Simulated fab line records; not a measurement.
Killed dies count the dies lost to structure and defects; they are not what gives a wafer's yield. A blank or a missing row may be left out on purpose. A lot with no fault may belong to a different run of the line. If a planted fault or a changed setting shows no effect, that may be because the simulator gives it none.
fab line records | flow sky130
record: lots: 12 | wafers: 36 | lastDay: 50
route steps=708 shown VIA3@587 VIA4@641 PASSIVATION@681 PAD_OPEN@708
lots untouched by any fault: they come from a run of this same line in which no faults occurred
startH: start of the lot's first displayed wafer, in hours after the record's first day | waitH: hours from the lot's prior step to this one | " as in the row above | L1.1+2: a row that stands for several wafers | - no value present, or no start provided | * or withheld: withheld | < > ~ a bound
route shown NAME@n: NAME is a module with steps in the file, n the number in the route of the first one | usual: mean/standard deviation taken from wafers without a fault | same: alike in all rows | chamber/n: place in a boat | sites: the reading at each site | _std_site: their standard deviation | _edge_site: inner sites' mean taken away from outer sites' mean | radiusMm: for every site, how far away it sits from the centre of the wafer | mask NAME#n: copy n | behind: the tool/chamber that last shaped the wafer | hold: what put the lot on hold/how long, in hours/how the hold closed | device: transistor that didn't switch, given as n, p or np | end of line: the same wafers' tests at the end of the route | for a step that has no rows: nothing shown but its recipe | killed: dies that structure and defects cost at the first sort, which is not the same as the wafer's yield | map: shows each die of a wafer: x if killed, . if not, _ if none is there
set.NAME: the setting the step ran with; set.NAME@STEP: the setting that earlier step ran with | model.NAME: the simulator's own value behind a step, which no gauge read
one table for each step of the route and one row for each wafer, over a sample of lots
services: a tool's chamber out of use, with start hour (startH, from the record's first day; less than 0 if before it), hours out, and reason
== steps ==
step: SKY_VIA3_ETCH_14
recipe: chemistry: N2/H2 | target: BARC | ionEnergyEv: 200 | sourceW: 500 | biasW: 100 | pressureMtorr: 30 | n2FlowSccm: 100 | h2FlowSccm: 200 | stopOn: SiO2 | timeS: 45.9 | targetDepthA: 600
usual: drypumpMotorCurrentA: 5.8/0.34 | oesProductAu: 0.854/0.0046 | throttleValvePct: 13.225/0.009
lot.wafer | tool       | chamber | startH  | waitH | drypumpMotorCurrentA | oesProductAu | rfHoursCounterH | throttleValvePct
L977.1    | rieDiel-02 | 0       | 919.19  | 0.0   | 5.7                  | 0.865        | 19              | 13.221
L977.4    | "          | 3       | "       | "     | 5.8                  | 0.848        | 14              | 13.215
L977.6    | "          | 1       | "       | "     | 5.9                  | 0.854        | -               | 13.226
L979.1    | rieDiel-04 | 2       | 945.13  | 0.0   | 6.4                  | 0.857        | 15              | 13.232
L979.3    | "          | 1       | "       | "     | 6.7                  | 0.855        | 10              | 13.208
L979.6    | "          | 2       | "       | "     | 6.3                  | 0.854        | -               | 13.222
L980.1    | rieDiel-04 | 3       | 951.99  | 0.0   | 5.5                  | 0.854        | 10              | 13.221
L980.3    | "          | 2       | "       | "     | 6.3                  | 0.854        | 15              | 13.221
L980.6    | "          | 2       | "       | "     | 6.3                  | 0.862        | -               | 13.236
L982.1    | rieDiel-02 | 2       | 967.09  | 0.0   | 5.6                  | 0.849        | 21              | 13.232
L982.3    | "          | 1       | "       | "     | 5.9                  | 0.859        | 28              | 13.228
L982.4    | "          | 3       | "       | "     | 5.7                  | 0.860        | 15              | 13.218
L983.2    | rieDiel-02 | 3       | 973.84  | 0.0   | 5.8                  | 0.848        | 16              | 13.204
L983.3    | "          | 2       | "       | "     | 5.6                  | 0.856        | 21              | 13.224
L983.4    | "          | 0       | "       | "     | 5.6                  | 0.853        | 20              | 13.225
L984.4    | rieDiel-02 | 2       | 987.63  | 0.0   | 5.6                  | 0.848        | 21              | 13.226
L984.5    | "          | 1       | "       | "     | 5.9                  | 0.850        | -               | 13.224
L984.6    | "          | 2       | "       | "     | 5.6                  | 0.853        | -               | 13.227
L989.4    | rieDiel-04 | 1       | 1018.13 | 0.0   | 6.7                  | 0.852        | 13              | 13.215
L989.5    | "          | 1       | "       | "     | 6.7                  | 0.854        | -               | 13.212
L989.6    | "          | 2       | "       | "     | 6.3                  | 0.847        | -               | 13.225
L991.1    | rieDiel-04 | 3       | 1027.03 | 0.0   | 5.5                  | 0.853        | 13              | 13.237
L991.2    | "          | 1       | "       | "     | 6.7                  | 0.851        | 13              | 13.217
L991.3    | "          | 2       | "       | "     | 6.3                  | 0.844        | 18              | 13.244
L995.3    | rieDiel-02 | 0       | 1052.58 | 0.0   | 5.6                  | 0.850        | 23              | 13.224
L995.4    | "          | 1       | "       | "     | 5.9                  | 0.851        | 1               | 13.244
L995.6    | "          | 3       | "       | "     | 5.8                  | 0.849        | -               | 13.223
L996.1    | rieDiel-02 | 2       | 1058.38 | 0.0   | 5.6                  | 0.852        | 24              | 13.233
L996.2    | "          | 3       | "       | "     | 5.8                  | 0.859        | 19              | 13.230
L996.4    | "          | 0       | "       | "     | 5.6                  | 0.851        | 23              | 13.219
L997.1    | rieDiel-02 | 2       | 1061.54 | 0.0   | 5.6                  | 0.848        | 24              | 13.237
L997.2    | "          | 1       | "       | "     | 5.9                  | 0.859        | 1               | 13.214
L997.4    | "          | 3       | "       | "     | 5.8                  | 0.859        | 19              | 13.238
L100.1    | rieDiel-03 | 3       | 1079.13 | 0.0   | 5.5                  | 0.854        | 18              | 13.237
L100.3    | "          | 1       | "       | "     | 5.7                  | 0.857        | 10              | 13.221
L100.6    | "          | 1       | "       | "     | 5.7                  | 0.856        | -               | 13.222
step: SKY_VIA4_CMP_02
recipe: material: SiO2 | downForcePsi: 4 | platenRpm: 60 | padVelocityMS: 0.94248
usual: motorCurrentA: 12.1/0.82 | slurryFilterDpKPa: 13.49/0.14
lot.wafer | tool   | chamber | startH  | waitH | motorCurrentA | slurryFilterDpKPa
L977.4    | cmp-01 | 0       | 971.54  | 0.1   | 12.2          | 13.71
L977.1    | "      | 1       | "       | "     | 12.7          | 13.50
L977.6    | "      | 0       | "       | "     | 12.0          | 13.52
L979.1    | cmp-02 | 1       | 996.42  | 0.1   | 12.9          | 13.47
L979.3    | "      | 0       | "       | "     | 12.8          | 13.43
L979.6    | "      | 2       | "       | "     | 11.5          | 13.48
L980.1    | cmp-02 | 1       | 1002.34 | 0.1   | 13.2          | 13.29
L980.3    | "      | 2       | "       | "     | 11.5          | 13.72
L980.6    | "      | 2       | "       | "     | 11.3          | 13.27
L982.4    | cmp-01 | 3       | 1017.42 | 0.0   | 12.4          | 13.41
L982.3    | "      | 0       | "       | "     | 11.3          | 13.39
L982.1    | "      | 2       | "       | "     | 10.9          | 13.39
L983.3    | cmp-02 | 0       | 1023.31 | 0.0   | 13.5          | 13.49
L983.4    | "      | 1       | "       | "     | 13.0          | 13.44
L983.2    | "      | 3       | "       | "     | 11.6          | 13.65
L984.4    | cmp-02 | 0       | 1037.65 | 0.1   | 13.2          | 13.59
L984.5    | "      | 2       | "       | "     | 11.5          | 13.46
L984.6    | "      | 3       | "       | "     | 12.1          | 13.39
L989.4    | cmp-02 | 1       | 1065.58 | 0.3   | 12.7          | 13.55
L989.5    | "      | 0       | "       | "     | 13.1          | 13.37
L989.6    | "      | 1       | "       | "     | 12.3          | 13.51
L991.3    | cmp-01 | 2       | 1073.66 | 0.0   | 10.9          | 13.67
L991.2    | "      | 0       | "       | "     | 11.3          | 13.50
L991.1    | "      | 1       | "       | "     | 12.3          | 13.56
L995.3    | cmp-01 | 3       | 1098.22 | 0.1   | 11.8          | 13.61
L995.4    | "      | 1       | "       | "     | 12.7          | 13.46
L995.6    | "      | 3       | "       | "     | 11.9          | 13.42
L996.1    | cmp-01 | 1       | 1103.71 | 0.1   | 13.1          | 13.36
L996.2    | "      | 3       | "       | "     | 11.7          | 13.54
L996.4    | "      | 0       | "       | "     | 11.6          | 13.90
L997.4    | cmp-01 | 2       | 1106.63 | 0.0   | 10.5          | 13.53
L997.2    | "      | 3       | "       | "     | 12.5          | 13.57
L997.1    | "      | 1       | "       | "     | 12.8          | 13.45
L100.3    | cmp-01 | 0       | 1123.30 | 0.1   | 12.1          | 13.43
L100.1    | "      | 2       | "       | "     | 11.5          | 13.47
L100.6    | "      | 3       | "       | "     | 11.3          | 13.71
step: SKY_VIA4_BOW_MEAS_03
recipe: mode: bow
usual: VIA4_BOW: 79/8.6
lot.wafer | tool         | chamber | startH  | waitH | VIA4_BOW[um]
L977.1    | filmMetro-04 | -       | 971.79  | 0.1   | 79
L977.4    | "            | -       | "       | "     | 70
L977.6    | "            | -       | "       | "     | 83
L979.1    | filmMetro-04 | -       | 996.72  | 0.2   | 69
L979.3    | "            | -       | "       | "     | 66
L979.6    | "            | -       | "       | "     | 80
L980.1    | filmMetro-03 | -       | 1002.64 | 0.2   | 78
L980.3    | "            | -       | "       | "     | 85
L980.6    | "            | -       | "       | "     | 76
L982.1    | filmMetro-03 | -       | 1017.72 | 0.1   | 86
L982.3    | "            | -       | "       | "     | 76
L982.4    | "            | -       | "       | "     | 69
L983.2    | filmMetro-03 | -       | 1023.63 | 0.1   | 79
L983.3    | "            | -       | "       | "     | 70
L983.4    | "            | -       | "       | "     | 64
L984.4    | filmMetro-01 | -       | 1037.91 | 0.2   | 76
L984.5    | "            | -       | "       | "     | 68
L984.6    | "            | -       | "       | "     | 60
L989.4    | filmMetro-04 | -       | 1065.89 | 0.3   | 88
L989.5    | "            | -       | "       | "     | 99
L989.6    | "            | -       | "       | "     | 84
L991.1    | filmMetro-01 | -       | 1073.96 | 0.1   | 78
L991.2    | "            | -       | "       | "     | 79
L991.3    | "            | -       | "       | "     | 75
L995.3    | filmMetro-04 | -       | 1098.51 | 0.2   | 74
L995.4    | "            | -       | "       | "     | 73
L995.6    | "            | -       | "       | "     | 72
L996.1    | filmMetro-03 | -       | 1104.01 | 0.2   | 95
L996.2    | "            | -       | "       | "     | 95
L996.4    | "            | -       | "       | "     | 98
L997.1    | filmMetro-01 | -       | 1106.93 | 0.1   | 86
L997.2    | "            | -       | "       | "     | 89
L997.4    | "            | -       | "       | "     | 74
L100.1    | filmMetro-03 | -       | 1123.55 | 0.1   | 86
L100.3    | "            | -       | "       | "     | 76
L100.6    | "            | -       | "       | "     | 78
step: SKY_PASSIVATION_CVD_00
recipe: material: SiO2 | targetThkNm: 90 | tempC: 400 | timeS: withheld | rfW: 600
usual: heaterPowerW: 705/110
lot.wafer | tool     | chamber | startH  | waitH | heaterPowerW
L977.1    | pecvd-03 | 1       | 1020.51 | 0.0   | 841
L977.4    | "        | 1       | "       | "     | 836
L977.6    | "        | 2       | "       | "     | 736
L979.1    | pecvd-01 | 2       | 1044.38 | 0.0   | 825
L979.3    | "        | 1       | "       | "     | 584
L979.6    | "        | 0       | "       | "     | 752
L980.1    | pecvd-02 | 1       | 1049.95 | 0.0   | 671
L980.3    | "        | 2       | "       | "     | 713
L980.6    | "        | 1       | "       | "     | 684
L982.1    | pecvd-03 | 1       | 1064.03 | 0.0   | 904
L982.3    | "        | 0       | "       | "     | 605
L982.4    | "        | 1       | "       | "     | 903
L983.2    | pecvd-03 | 1       | 1069.28 | 0.0   | 811
L983.3    | "        | 0       | "       | "     | 558
L983.4    | "        | 1       | "       | "     | 811
L984.4    | pecvd-03 | 0       | 1083.66 | 0.0   | 598
L984.5    | "        | 1       | "       | "     | 818
L984.6    | "        | 0       | "       | "     | 603
L989.4    | pecvd-01 | 0       | 1108.82 | 0.0   | 740
L989.5    | "        | 2       | "       | "     | 696
L989.6    | "        | 1       | "       | "     | 641
L991.1    | pecvd-03 | 2       | 1116.13 | 0.0   | 812
L991.2    | "        | 0       | "       | "     | 554
L991.3    | "        | 1       | "       | "     | 815
L995.3    | pecvd-01 | 0       | 1140.03 | 0.0   | 790
L995.4    | "        | 0       | "       | "     | 808
L995.6    | "        | 1       | "       | "     | 665
L996.1    | pecvd-01 | 0       | 1144.80 | 0.0   | 825
L996.2    | "        | 2       | "       | "     | 814
L996.4    | "        | 1       | "       | "     | 705
L997.1    | pecvd-02 | 2       | 1147.51 | 0.0   | 762
L997.2    | "        | 1       | "       | "     | 664
L997.4    | "        | 2       | "       | "     | 737
L100.1    | pecvd-03 | 1       | 1162.53 | 0.0   | 870
L100.3    | "        | 0       | "       | "     | 502
L100.6    | "        | 0       | "       | "     | 505
step: SKY_PAD_OPEN_PROBE_99
usual: defectLimitedYield: 82.2/2.2 | killed_at_M0_to_M3: 45/7.1 | killed_at_M4_up: 3.0/1.8 | killedAtContacts: 24/5.4 | killedAtFrontEnd: 16/4.9 | killedAtOther: 0.3/0.63 | killedDies: 88/11 | killedOnRim: 17/3.4 | killedOpen: 47/7.4 | killedShort: 40/7 | sort_bin_3_pad_short: 1.0/0.43 | sort_bin_5_function: 10.6/1.7 | sort_bin_6_memory: 6.3/1.1 | sortNPass: 404/11 | sortYieldPct: 82.2/2.2
same: grossDies: 492 | killedAtBackSide: 0 | sort_bin_4_leakage[%]: 0 | sort_bin_8_speed[%]: 0
lot.wafer | tool      | chamber | startH  | waitH | defectLimitedYield[%] | killed_at_M0_to_M3 | killed_at_M4_up | killedAtContacts | killedAtFrontEnd | killedAtOther | killedDies | killedOnRim | killedOpen | killedShort | sort_bin_3_pad_short[%] | sort_bin_5_function[%] | sort_bin_6_memory[%] | sortNPass | sortYieldPct[%]
L989.4    | prober-01 | -       | 1150.50 | 0.2   | 74.4                  | 91                 | 5               | 22               | 7                | 1             | 126        | 28          | 41         | 27          | 4.3                     | 15.7                   | 5.7                  | 366       | 74.4
L989.5    | prober-01 | -       | 1150.55 | 0.2   | 73.8                  | 96                 | 4               | 18               | 11               | 0             | 129        | 27          | 29         | 41          | 4.5                     | 16.9                   | 4.9                  | 363       | 73.8
L989.6    | prober-01 | -       | 1150.60 | 0.2   | 72.4                  | 105                | 0               | 20               | 11               | 0             | 136        | 20          | 45         | 23          | 4.3                     | 18.5                   | 4.9                  | 356       | 72.4
L991.1    | prober-01 | -       | 1156.12 | 0.1   | 71.1                  | 106                | 2               | 28               | 6                | 0             | 142        | 23          | 44         | 28          | 5.5                     | 18.9                   | 4.5                  | 350       | 71.1
L991.2    | prober-01 | -       | 1156.17 | 0.1   | 72.6                  | 101                | 3               | 16               | 15               | 0             | 135        | 25          | 36         | 43          | 5.9                     | 16.9                   | 4.7                  | 357       | 72.6
L991.3    | prober-01 | -       | 1156.22 | 0.2   | 70.9                  | 107                | 2               | 27               | 7                | 0             | 143        | 22          | 43         | 31          | 3.5                     | 19.5                   | 6.1                  | 349       | 70.9
L997.1    | prober-01 | -       | 1184.69 | 0.1   | 81.1                  | 48                 | 2               | 28               | 15               | 0             | 93         | 18          | 51         | 42          | 0.4                     | 11.4                   | 7.1                  | 399       | 81.1
L997.2    | prober-01 | -       | 1184.74 | 0.1   | 82.9                  | 36                 | 3               | 34               | 10               | 1             | 84         | 14          | 48         | 36          | 1.4                     | 10.6                   | 5.1                  | 408       | 82.9
L997.4    | prober-01 | -       | 1184.84 | 0.2   | 81.5                  | 47                 | 2               | 25               | 17               | 0             | 91         | 20          | 53         | 38          | 0.8                     | 11.2                   | 6.5                  | 401       | 81.5
killed by level:class
L989.4 VIA3:unspecified=58 VIA1:geometricParticle:open=10 CONTACT:geometricParticle:open=8 VIA2:geometricParticle:open=7 LI_CONTACT:geometricParticle:open=6 LOCAL_INTERCONNECT:geometricParticle:short=5 VIA3:geometricParticle:open=4 CONTACT:geometricParticle:short=3
L989.5 VIA3:unspecified=59 VIA1:geometricParticle:open=7 VIA2:geometricParticle:short=5 CONTACT:geometricParticle:open=5 METAL2:geometricParticle:short=5 VIA2:geometricParticle:open=5 POLY_GATE:geometricParticle:short=4 METAL4:geometricParticle:short=4
L989.6 VIA3:unspecified=68 CONTACT:geometricParticle:open=9 VIA1:geometricParticle:open=7 VIA2:geometricParticle:open=7 VIA3:geometricParticle:open=6 POLY_GATE:geometricParticle:open=5 LI_CONTACT:geometricParticle:open=5 METAL3:geometricParticle:short=5
L991.1 VIA3:unspecified=70 CONTACT:geometricParticle:open=13 VIA1:geometricParticle:open=10 VIA3:geometricParticle:open=6 LI_CONTACT:geometricParticle:open=5 LOCAL_INTERCONNECT:geometricParticle:short=5 VIA1:geometricParticle:short=5 VIA2:geometricParticle:open=5
L991.2 VIA3:unspecified=56 VIA1:geometricParticle:open=10 METAL2:geometricParticle:short=9 VIA1:geometricParticle:short=6 LI_CONTACT:geometricParticle:open=5 CONTACT:geometricParticle:open=5 METAL1:geometricParticle:short=5 FIELD_ISO:geometricParticle:short=4
L991.3 VIA3:unspecified=69 CONTACT:geometricParticle:open=9 VIA1:geometricParticle:open=9 LI_CONTACT:geometricParticle:open=7 METAL2:geometricParticle:short=6 CONTACT:geometricParticle:short=6 METAL3:geometricParticle:short=5 VIA2:geometricParticle:open=5
L997.1 CONTACT:geometricParticle:open=13 VIA2:geometricParticle:open=11 VIA1:geometricParticle:open=9 METAL1:geometricParticle:short=8 LI_CONTACT:geometricParticle:open=6 METAL2:geometricParticle:short=5 VIA3:geometricParticle:open=5 FIELD_ISO:geometricParticle:short=3
L997.2 CONTACT:geometricParticle:open=14 CONTACT:geometricParticle:short=8 VIA1:geometricParticle:open=8 LI_CONTACT:geometricParticle:open=6 VIA3:geometricParticle:short=5 METAL2:geometricParticle:short=4 VIA2:geometricParticle:short=4 FIELD_ISO:geometricParticle:open=3
L997.4 VIA2:geometricParticle:open=11 VIA1:geometricParticle:open=9 VIA2:geometricParticle:short=8 CONTACT:geometricParticle:open=8 FIELD_ISO:geometricParticle:open=6 CONTACT:geometricParticle:short=6 VIA3:geometricParticle:open=6 LI_CONTACT:geometricParticle:short=4
== services ==
tool       | chamber | startH  | hours | kind
pecvd-03   | -       | 908.24  | 2.8   | pm
cmp-02     | -       | 912.28  | 4.0   | pm
pecvd-01   | -       | 931.22  | 0.5   | repair
cmp-01     | -       | 945.18  | 1.9   | repair
rieDiel-04 | -       | 947.63  | 0.3   | repair
pecvd-02   | 2       | 956.21  | 6.0   | repair
pecvd-01   | -       | 997.15  | 2.5   | repair
cmp-01     | -       | 1002.77 | 0.5   | repair
cmp-01     | -       | 1007.35 | 0.9   | repair
cmp-02     | -       | 1017.92 | 1.8   | repair
cmp-01     | -       | 1025.25 | 1.5   | repair
rieDiel-04 | 1       | 1063.78 | 16.4  | repair
cmp-01     | -       | 1065.04 | 5.6   | pm
cmp-01     | -       | 1084.00 | 4.0   | pm
cmp-02     | -       | 1099.38 | 2.0   | repair
pecvd-02   | -       | 1104.64 | 42.2  | repair
rieDiel-02 | -       | 1120.80 | 14.6  | pm
pecvd-03   | -       | 1126.84 | 5.5   | pm
cmp-01     | -       | 1131.58 | 5.2   | pm
pecvd-01   | -       | 1137.12 | 1.3   | repair
rieDiel-02 | 2       | 1141.03 | 8.0   | repair
pecvd-01   | -       | 1143.62 | 0.2   | repair
rieDiel-02 | 0       | 1151.83 | 22.0  | repair
cmp-01     | -       | 1152.32 | 0.6   | repair
== key ==
firstSign: step: SKY_PAD_OPEN_PROBE_99 | reading: sort_bin_3_pad_short | direction: up | sigmas: 8.7 | usual: 1.0 | struck: 4.6
effect: step: SKY_PAD_OPEN_PROBE_99 | reading: killed_at_M0_to_M3 | direction: up | sigmas: 7.9 | usual: 45 | struck: 101
metAt SKY_VIA3_ETCH_14
struckLots L989,L991
notActingAt SKY_VIA4_CMP_02,SKY_VIA4_BOW_MEAS_03,SKY_PASSIVATION_CVD_00
onsetBetween 951.99 1018.13
fault: kind: chamberParticleSource | tool: rieDiel-04 | chamber: - | onsetH: 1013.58 | steps: SKY_VIA3_ETCH_14 | ratePerVisitCm2: 2.1837 | endH: 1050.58
